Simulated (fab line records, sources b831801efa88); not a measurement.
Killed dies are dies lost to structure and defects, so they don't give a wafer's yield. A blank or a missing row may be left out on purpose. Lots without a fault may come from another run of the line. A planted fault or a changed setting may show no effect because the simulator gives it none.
Tool commonality check | flow sky130 | 12 lots, 34 wafers sampled

WHY IT WAS OPENED
At SKY_SD_N_RS_MEAS_16 the reading SD_N_RS is flagged on 1 of 12 lots. Wafers without a fault read 68.48 ohm/sq, standard deviation 0.098.
Rule: a lot is flagged when every wafer of it that has a number lies more than 4 standard deviations from that mean, or none has a number. The other lots count as sound.

lot  | measured     | on            | SD_N_RS (ohm/sq), wafer by wafer | flag
L408 | day 27 11:13 | film_metro-04 | 68.48 68.60 68.37                |
L409 | day 28 05:53 | film_metro-01 | 68.40 68.59 68.31                |
L410 | day 28 18:01 | film_metro-03 | 68.51 68.53 68.54                |
L412 | day 29 08:47 | film_metro-01 | 68.40 68.55 68.38                |
L414 | day 29 22:38 | film_metro-03 | 68.53 68.40 68.59                |
L415 | day 30 08:06 | film_metro-03 | 68.45 68.61 68.61                |
L416 | day 30 14:44 | film_metro-03 | 68.58 68.62 68.63                |
L424 | day 33 09:13 | film_metro-01 | 67.64                            | FLAGGED
L425 | day 33 18:32 | film_metro-01 | 68.46 68.47 68.41                |
L427 | day 34 04:53 | film_metro-04 | 68.45 68.50 68.48                |
L429 | day 34 20:46 | film_metro-04 | 68.55 68.45 68.44                |
L431 | day 36 00:10 | film_metro-04 | 68.46 68.52 68.49                |
The numbers of the flagged lots are 67.64 ohm/sq on average: -0.84 ohm/sq against the usual, or -9 standard deviations.

WHICH TOOL RAN EACH LOT
The record holds 2 process steps before the reading, out of a route of 708 steps. In each cell: the tool, then ch and the chambers that the sampled wafers went through, then the start.
lot  | flag    | SKY_LDD_HVP_STRIP_09                 | SKY_SD_N_RTA_14
L408 |         | plasma_asher-02 ch 0,1, day 21 04:49 | rtp_anneal-02 ch 0, day 27 11:03
L409 |         | plasma_asher-03 ch 0,1, day 21 23:13 | rtp_anneal-01 ch 0, day 28 05:43
L410 |         | plasma_asher-02 ch 0,1, day 22 10:35 | rtp_anneal-02 ch 0, day 28 17:50
L412 |         | plasma_asher-03 ch 0,1, day 23 02:53 | rtp_anneal-02 ch 0, day 29 08:37
L414 |         | plasma_asher-02 ch 0,1, day 23 18:46 | rtp_anneal-02 ch 0, day 29 22:27
L415 |         | plasma_asher-03 ch 0,1, day 24 05:02 | rtp_anneal-01 ch 0, day 30 07:55
L416 |         | plasma_asher-03 ch 1, day 24 11:55   | rtp_anneal-02 ch 0, day 30 14:34
L424 | FLAGGED | plasma_asher-01 ch 1, day 27 10:34   | rtp_anneal-02 ch 0, day 33 08:59
L425 |         | plasma_asher-01 ch 0,1, day 27 21:05 | rtp_anneal-01 ch 0, day 33 18:21
L427 |         | plasma_asher-02 ch 0,1, day 28 06:47 | rtp_anneal-01 ch 0, day 34 04:41
L429 |         | plasma_asher-01 ch 0,1, day 29 00:17 | rtp_anneal-01 ch 0, day 34 20:36
L431 |         | plasma_asher-01 ch 0,1, day 30 04:23 | rtp_anneal-01 ch 0, day 35 23:56
What these steps do:
- SKY_LDD_HVP_STRIP_09: strips in O2/N2.
- SKY_SD_N_RTA_14: time 2 s.
- SKY_SD_N_RS_MEAS_16: measures by four-point-probe.

FLAGGED OVER TOTAL, TOOL BY TOOL (the gauges that took the reading come last)
step                 | tool            | lots run | flagged | share of the flagged lots | sound lots run after its first flagged lot
SKY_LDD_HVP_STRIP_09 | plasma_asher-01 | 4        | 1       | all                       | 3 (L425,L429,L431)
SKY_LDD_HVP_STRIP_09 | plasma_asher-02 | 4        | 0       | none                      | -
SKY_LDD_HVP_STRIP_09 | plasma_asher-03 | 4        | 0       | none                      | -
SKY_SD_N_RTA_14      | rtp_anneal-01   | 6        | 0       | none                      | -
SKY_SD_N_RTA_14      | rtp_anneal-02   | 6        | 1       | all                       | 0
SKY_SD_N_RS_MEAS_16  | film_metro-01   | 4        | 1       | all                       | 1 (L425)
SKY_SD_N_RS_MEAS_16  | film_metro-03   | 4        | 0       | none                      | -
SKY_SD_N_RS_MEAS_16  | film_metro-04   | 4        | 0       | none                      | -

WHAT THE TABLE ALLOWS
3 rows of the table ran every flagged lot: plasma_asher-01 at SKY_LDD_HVP_STRIP_09, rtp_anneal-02 at SKY_SD_N_RTA_14, film_metro-01 at SKY_SD_N_RS_MEAS_16.
- plasma_asher-01 at SKY_LDD_HVP_STRIP_09: 1 of its 4 lots flagged. Sound lots ran on it after the first flagged one (L425, L429, L431), which a lasting fault on the whole tool wouldn't allow.
- rtp_anneal-02 at SKY_SD_N_RTA_14: 1 of its 6 lots flagged. Its last sound lot is L416 (day 30 14:34), its first flagged lot L424 (day 33 08:59): a fault that began between those two fits. Its own readings lie more than 4 standard deviations out on every wafer of the flagged lots: wafer_temp_C_max.
- film_metro-01 at SKY_SD_N_RS_MEAS_16: 1 of its 4 lots flagged. Sound lots ran on it after the first flagged one (L425), which a lasting fault on the whole tool wouldn't allow.
One tool is left: rtp_anneal-02 at SKY_SD_N_RTA_14.

WHAT THE SIMULATOR HAD PUT IN
Process parameter drift: rtp_anneal-02, from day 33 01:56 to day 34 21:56, at SKY_SD_N_RTA_14. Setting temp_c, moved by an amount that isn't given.
Lots struck among those shown: L424. The rule above found the same.
